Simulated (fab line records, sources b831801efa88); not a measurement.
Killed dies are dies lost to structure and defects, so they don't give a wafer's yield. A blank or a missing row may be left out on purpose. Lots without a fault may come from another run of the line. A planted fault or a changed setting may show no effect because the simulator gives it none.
A struck lot beside a sound one | flow sfq_line | 18 steps out of a route of 325
Sound: wafers L848.2, L848.4, L848.6. Struck: wafers L857.1, L857.3, L857.5. The cause comes at the end.
At each step with rows: each side's tool, then ch and its chambers, then its first start. Under that, the readings that differ: sound wafers | struck wafers | difference of the means | sigmas: that difference in standard deviations of wafers without a fault.
alike: readings whose means differ by less than 2 such deviations, and words and numbers that are the same on both sides. not compared: withheld readings, readings that some wafer has no value for, bounds like >300 that may hide the same value, and numbers for which the record gives no deviation and whose values overlap.
The two part at a step that has a row with sigmas, a row that says differs or no value, or rows on one side only. Numbers that don't overlap but have no deviation are shown without sigmas and don't part them. A reading that every wafer of one side lacks parts them only if that side has two wafers or more.

first, 2 steps without rows for these wafers: SFQ_TRILAYER_I4_VIA_STRIP_SOLV_CLEAN_108 (cleans in NMP, time 600 s); SFQ_TRILAYER_JJ_TRILAYER_DEP_PRE_CLEAN_113 (time 22.5 s).
SFQ_TRILAYER_JJ_TRILAYER_DEP_SPUTTER_109: material Nb, target thk 150 nm, time 100 s.
  sound on pvd_sputter-06, day 58 13:56; struck on pvd_sputter-06, day 61 05:32
  alike: throttle_valve_pct
SFQ_TRILAYER_JJ_TRILAYER_DEP_SPUTTER_110: material Al, target thk 8 nm, time 10 s.
  sound on pvd_sputter-06, day 58 14:00; struck on pvd_sputter-06, day 61 05:36
  alike: throttle_valve_pct
then, 1 step without rows for these wafers: SFQ_TRILAYER_JJ_TRILAYER_DEP_AL_OXIDATION_111 (oxidation time 600 s).
SFQ_TRILAYER_JJ_TRILAYER_DEP_SPUTTER_112: material Nb, target thk 170 nm, time 113.3 s.
  sound on pvd_sputter-06, day 58 15:01; struck on pvd_sputter-06, day 61 06:37
  alike: throttle_valve_pct
SFQ_JJ_RS_MEAS_929: measures by four-point-probe.
  sound on film_metro-04, day 58 15:07; struck on film_metro-01, day 61 06:42
  reading           | sound             | struck            | difference | sigmas
  JJ_NB_RS (ohm/sq) | 1.049 1.070 1.054 | 1.035 1.031 1.040 | -0.022     | -2
then, 4 steps without rows for these wafers: SFQ_TRILAYER_JJ_CE_LITHO_COAT_119 (resist thk 62 nm); SFQ_TRILAYER_JJ_CE_LITHO_COAT_114 (resist thk 600 nm); SFQ_TRILAYER_JJ_CE_LITHO_SOFTBAKE_118; SFQ_TRILAYER_JJ_CE_LITHO_EXPOSE_115 (exposes mask J5, target cd 700 nm).
-- the record jumps here: 5 days lie between the struck wafers' starts before and after --
SFQ_TRILAYER_JJ_CE_LITHO_PEB_117: peb time 58.8 s.
  sound on litho_track-01 ch 0, day 63 23:57; struck on litho_track-01 ch 0, day 66 14:19
  reading                  | sound                | struck               | difference | sigmas
  heater_power_total_W (W) | 79.76 79.60 79.64    | 73.82 73.65 73.84    | -5.90      | -89
  plate_temp_C (C)         | 114.91 115.19 114.87 | 108.58 108.63 108.59 | -6.39      | -46
then, 1 step without rows for these wafers: SFQ_TRILAYER_JJ_CE_LITHO_DEVELOP_116 (time 60 s).
SFQ_JJ_OVL_MEAS_931:
  sound on overlay-02, day 64 00:14; struck on overlay-01, day 66 14:37
  alike: J5_OVL
SFQ_TRILAYER_JJ_CE_METRO_MEASURE_117:
  sound on cd_sem-01, day 64 00:28; struck on cd_sem-02, day 66 14:40
  reading    | sound             | struck            | difference | sigmas
  cd_nm (nm) | 701.9 702.9 702.6 | 867.1 867.7 867.7 | +165.0     | +99 or more
SFQ_TRILAYER_JJ_CE_BARC_OPEN_RIE_150: chemistry O2, target BARC, target depth 240 nm, time 80 s.
  sound on rie_metal-02 ch 1, day 64 01:28; struck on rie_metal-03 ch 1, day 66 15:52
  reading                     | sound           | struck            | difference | sigmas
  drypump_motor_current_A (A) | 4.8 4.8 4.9     | 6.2 6.2 6.2       | +1.4       | +3
  model.JJ.cd_nm (nm)         | 702.7 703.3 703 | 867.7 869.6 869.4 | +165.9     |
  alike: bias_w, he_backside_leak_sccm, oes_product_au
  not compared: rf_hours_counter_h
SFQ_TRILAYER_JJ_CE_ETCH_RIE_118: chemistry SF6, target Nb, stops on Al2O3, time 97.7 s, target depth 170 nm.
  sound on rie_metal-02 ch 1, day 64 01:33; struck on rie_metal-03 ch 1, day 66 15:57
  reading                      | sound             | struck            | difference | sigmas
  drypump_motor_current_A (A)  | 4.8 4.8 4.8       | 6.2 6.2 6.2       | +1.4       | +3
  he_backside_leak_sccm (sccm) | 3.4 3.4 3.0       | 3.7 6.5 3.6       | +1.3       | +3
  oes_product_au (a.u.)        | 0.991 0.982 0.988 | 1.002 0.998 1.001 | +0.013     | +2
  model.JJ.cd_nm (nm)          | 702.4 702.9 703   | 867.2 868.5 868.4 | +165.3     |
  alike: bias_w
  not compared: rf_hours_counter_h
then, 1 step without rows for these wafers: SFQ_TRILAYER_JJ_ANODIZE_ANODIZE_119.

WHERE THEY PART
First at SFQ_JJ_RS_MEAS_929; last, within this record, at SFQ_TRILAYER_JJ_CE_ETCH_RIE_118.

WHY: what the simulator had put in
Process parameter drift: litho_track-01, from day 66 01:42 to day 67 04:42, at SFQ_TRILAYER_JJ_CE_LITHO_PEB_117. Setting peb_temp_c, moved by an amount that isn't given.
